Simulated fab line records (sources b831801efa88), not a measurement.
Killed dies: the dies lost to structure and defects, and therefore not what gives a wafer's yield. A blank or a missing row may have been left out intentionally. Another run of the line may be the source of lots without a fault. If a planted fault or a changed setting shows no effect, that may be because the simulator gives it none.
Split-lot trial -- flow gf180mcu -- route with 602 steps; 5 lots, 23 wafers read

## ON THE SPLIT
At GF_NSD_DEVELOP_06 (develop time 60 s), the setting dev temp c was moved away from the recipe's 23 C on 4 of the 23 wafers read, by -10.7% to +14.6%. This setting was run at the recipe's value on the other wafers.

The file shows no step between the split and the reading.

## THE READING
cd nm at GF_NSD_CD_MEAS_07, given in nm (cd target 400 nm). Typical for fault-free wafers on this fab line: 399.7 nm, with standard deviation 2.1 nm.

wafer,"tool, chamber at the split","dev temp c as run, C",against the recipe,"cd nm, nm",against lot-mates on the recipe
L074.1,"litho track-03, 0",23,recipe,396.7,-
L074.2,"litho track-03, 0",23,recipe,398.1,-
L074.3,"litho track-03, 0",23,recipe,398.7,-
L074.5,"litho track-03, 0",23,recipe,397.7,-
L074.6,"litho track-03, 0",23,recipe,396.5,-
L075.1,"litho track-03, 0",23,recipe,400.1,-
L075.2,"litho track-03, 0",23,recipe,397.8,-
L075.3,"litho track-03, 0",23,recipe,400.0,-
L075.5,"litho track-03, 0",23,recipe,399.9,-
L075.6,"litho track-03, 0",23,recipe,399.2,-
L076.1,"litho track-04, 0",23,recipe,404.8,-
L076.3,"litho track-04, 0",26.36,+14.6%,391.7,-12.6
L076.4,"litho track-04, 0",23,recipe,404.2,-
L076.5,"litho track-04, 0",26.36,+14.6%,392.5,-11.8
L076.6,"litho track-04, 0",23,recipe,404.0,-
L081.1,"litho track-03, 0",23,recipe,398.1,-
L081.2,"litho track-03, 0",20.53,-10.7%,407.9,+9.9
L081.3,"litho track-03, 0",23,recipe,396.8,-
L081.4,"litho track-03, 0",23,recipe,399.0,-
L081.6,"litho track-03, 0",20.53,-10.7%,405.8,+7.8
L084.1,"litho track-02, 0",23,recipe,403.3,-
L084.3,"litho track-02, 0",23,recipe,401.7,-
L084.4,"litho track-02, 0",23,recipe,402.8,-

THE FIT
A straight line over all 23 wafers: cd nm changes by -0.576 nm for each +1% of dev temp c; r = -0.78; the points scatter about the line by 2.5 nm.
The same after taking each lot's own level away (the mean of its wafers on the recipe; 23 wafers): -0.834 nm for each +1%; r = -0.99; scatter 0.81 nm.
On that fit, the largest move of dev temp c shifts the reading by 12 nm.
The span of the lots' own levels, 397.54 to 404.33 nm, comes to 3.2 times the standard deviation stated above.
So the lot-to-lot level blurs the effect unless lot-mates are compared.
Check: -11.9 nm against its lot-mates is what the line predicts for one of the wafers moved furthest among these (+14.6%) when that wafer is left out of the fit. Against them it came out at -12.6 nm.

## THESE WAFERS: OTHER SPLITS
Before the reading, these wafers also passed through other splits. Each is held against what the fit with the lots' levels taken away leaves over:
other split on the same wafers,wafers away from the commonest value,r with cd nm (lot level and that fit taken away)
GF_HV_LDD_CVD_54 target thk nm,18,-0.01

## FILE'S OWN FIT
cd nm changes by -0.835 nm for each +1% of dev temp c, r = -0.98.
